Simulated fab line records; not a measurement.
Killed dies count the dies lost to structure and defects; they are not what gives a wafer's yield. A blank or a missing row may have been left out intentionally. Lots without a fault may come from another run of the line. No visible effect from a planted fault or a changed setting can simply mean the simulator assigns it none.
8D (eight disciplines) problem report, filled in by code ; flow gf180mcu ; the parts of the form that need people (team, actions taken, sign-off) are left out

## 1. WHAT WENT WRONG
Wafers without a fault read 279.9 nm, standard deviation 1.2; cd-nm at GF_M2_CD_MEAS_14 reads a mean of 242.3 nm on 6 wafers belonging to 2 lots. That is -31 standard deviations from the usual mean.
The step: target cd 280 nm.
The first sign was on wafer L244.4 at day 24 17:58, on cd-sem-02. At this step, 33 wafers from 11 lots have a number in the record. By rule, "out" or "out of limits" means more than 4 standard deviations away from the usual mean. The other wafers with a number count as sound.

## 2. WHAT IT IS, WHAT IT ISN'T
question;is;is not
which readings at this step;cd-nm;-
which lots;L244, L245;L230, L231, L232, L233, L234, L235, L236, L238, L242
which wafers of those lots;all that have a number;-
read on which gauges;cd-sem-01, cd-sem-02;-
when;from day 24 17:58;up to then (27 sound wafers)

## 3. SUSPECTS, AND WHAT RULES EACH OUT
Counting: a tool at any process step up to the reading remains a suspect when it ran all the lots that are out and ran no sound lot after the first of those.
- ruled out: the gauge at GF_M2_CD_MEAS_14. Those wafers that are out were read across 2 gauges (cd-sem-01, cd-sem-02).
- krf-scanner-01 at GF_M2_EXPOSE_11 (exposes mask Metal2, target cd 280 nm): kept. Every lot that is out went through it, starting with L244 (day 24 07:35), and after that it ran no sound lot; the last sound lot it ran before then is L238 (day 22 18:37).
Left after counting: krf-scanner-01 at GF_M2_EXPOSE_11.

## 4. THE CAUSE (what the simulator had put in)
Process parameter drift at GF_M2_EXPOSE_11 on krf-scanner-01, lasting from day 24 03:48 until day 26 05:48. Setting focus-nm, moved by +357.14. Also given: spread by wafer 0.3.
Counting left only this tool.

## 5. SEQUENCE OF EFFECTS, ordered by route
Each row: a reading where the mean over the struck wafers with a number is more than 3 standard deviations away from the usual. Readings are gone through only where the record gives a usual standard deviation; hours: the median, over the lots, of the time from a lot's start at the first step in this table giving one to that lot's start at this step; sigmas: the change measured in usual standard deviations.
hours;step;reading;usual;on struck wafers;change;sigmas
0;GF_M2_CD_MEAS_14;cd-nm;279.9 nm;242.3;-37.6;-31
210;GF_PASSIVATION_PROBE_99;defect-limited-yield;90.5 %;64.7;-25.8;-17
210;GF_PASSIVATION_PROBE_99;killed_at_M0_to_M3;20;146;+126;+23
210;GF_PASSIVATION_PROBE_99;killed-dies;47;174;+127;+18
210;GF_PASSIVATION_PROBE_99;killed-on-rim;9.4;25.0;+15.6;+5.4
210;GF_PASSIVATION_PROBE_99;sort_bin_5_function;5.5 %;31.6;+26.1;+24
210;GF_PASSIVATION_PROBE_99;sort-n-pass;445;318;-127;-18
210;GF_PASSIVATION_PROBE_99;sort-yield-pct;90.5 %;64.7;-25.8;-17
Its process steps:
- GF_PASSIVATION_PROBE_99

## 6. HOW IT WOULD HAVE BEEN CAUGHT EARLIER
14 hours passed between the start of the fault at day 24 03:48 and the first reading out of limits at a measuring or inspecting step in this record, taken at day 24 17:58.
An alarm limit of 4 standard deviations would not have fired on the tool readings at GF_M2_EXPOSE_11 for which the record gives a usual standard deviation, since none of them was out on any struck wafer.
All the lots that are out (2) had begun GF_M2_EXPOSE_11 on krf-scanner-01 by day 24 17:58. Had the tool been put on hold then, not one of them would have been saved.
